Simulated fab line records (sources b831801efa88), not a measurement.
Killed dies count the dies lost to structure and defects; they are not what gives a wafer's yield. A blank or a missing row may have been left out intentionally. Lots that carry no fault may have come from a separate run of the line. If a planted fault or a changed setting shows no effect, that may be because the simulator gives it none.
Which tool was responsible? / flow gf180mcu / 13 lots, 39 wafers sampled, at 1 step of a route of 602

== WHAT EACH GAUGE READ, for each wafer ==
GF_PSD_OVL_MEAS_08.
lot=L465; measured=day 13 22:59; on=overlay-02; PSD_OVL (nm)=2.8 1.8 0.7
lot=L466; measured=day 14 03:28; on=overlay-02; PSD_OVL (nm)=2.9 -1.9 0.7
lot=L468; measured=day 15 02:18; on=overlay-01; PSD_OVL (nm)=-0.7 -0.2 1.2
lot=L469; measured=day 15 09:39; on=overlay-02; PSD_OVL (nm)=2.0 -2.5 -0.8
lot=L471; measured=day 16 12:27; on=overlay-01; PSD_OVL (nm)=1.2 2.3 -0.9
lot=L473; measured=day 17 10:30; on=overlay-02; PSD_OVL (nm)=-0.6 0.1 0.2
lot=L475; measured=day 18 07:52; on=overlay-01; PSD_OVL (nm)=0.5 -0.1 -1.2
lot=L476; measured=day 18 18:38; on=overlay-01; PSD_OVL (nm)=1.3 1.2 -0.1
lot=L479; measured=day 19 17:47; on=overlay-02; PSD_OVL (nm)=1.9 1.4 1.2
lot=L480; measured=day 20 03:29; on=overlay-02; PSD_OVL (nm)=0.0 -0.8 -0.9
lot=L482; measured=day 20 10:25; on=overlay-01; PSD_OVL (nm)=2.0 1.2 0.4
lot=L487; measured=day 21 19:43; on=overlay-02; PSD_OVL (nm)=1.2 2.5 3.2
lot=L488; measured=day 22 04:41; on=overlay-02; PSD_OVL (nm)=-1.8 0.9 -1.2

== WHICH TOOL RAN EACH LOT (tool, then ch and the chambers of the sampled wafers, then the start) ==
No process step before these readings appears in the record.

== WHAT THE TOOLS THEMSELVES READ (means of the sampled wafers that have a number; where no wafer has one, the mark that the record gives instead) ==
The record holds no such reading with a usual standard deviation.

== THE ANSWER, worked out from the rows above alone ==
Rule: the lots themselves supply what counts as usual. Put in order of their means at a reading, lots are off if they are a third of the lots or fewer, leave a main group of 4 or more, and stand apart from it by a gap of 3 or more times the standard deviation of the main group's means; of several such gaps the widest counts. Not used: any main group whose means are identical at the precision the tables above print for the reading. A lot without any number at a reading at which 4 lots or more have one is off too. Any other lot the step has rows for is counted as sound. First the gauges in route order, then the tools' own readings, where a lot's mean is used as printed above. The first step at which some lot is off is used, and at that step the reading that is off furthest; a lot without a number counts as furthest.
Across all readings shown, no lot is off: no conclusion can be drawn from this.

== WHAT THE SIMULATOR HAD PUT IN ==
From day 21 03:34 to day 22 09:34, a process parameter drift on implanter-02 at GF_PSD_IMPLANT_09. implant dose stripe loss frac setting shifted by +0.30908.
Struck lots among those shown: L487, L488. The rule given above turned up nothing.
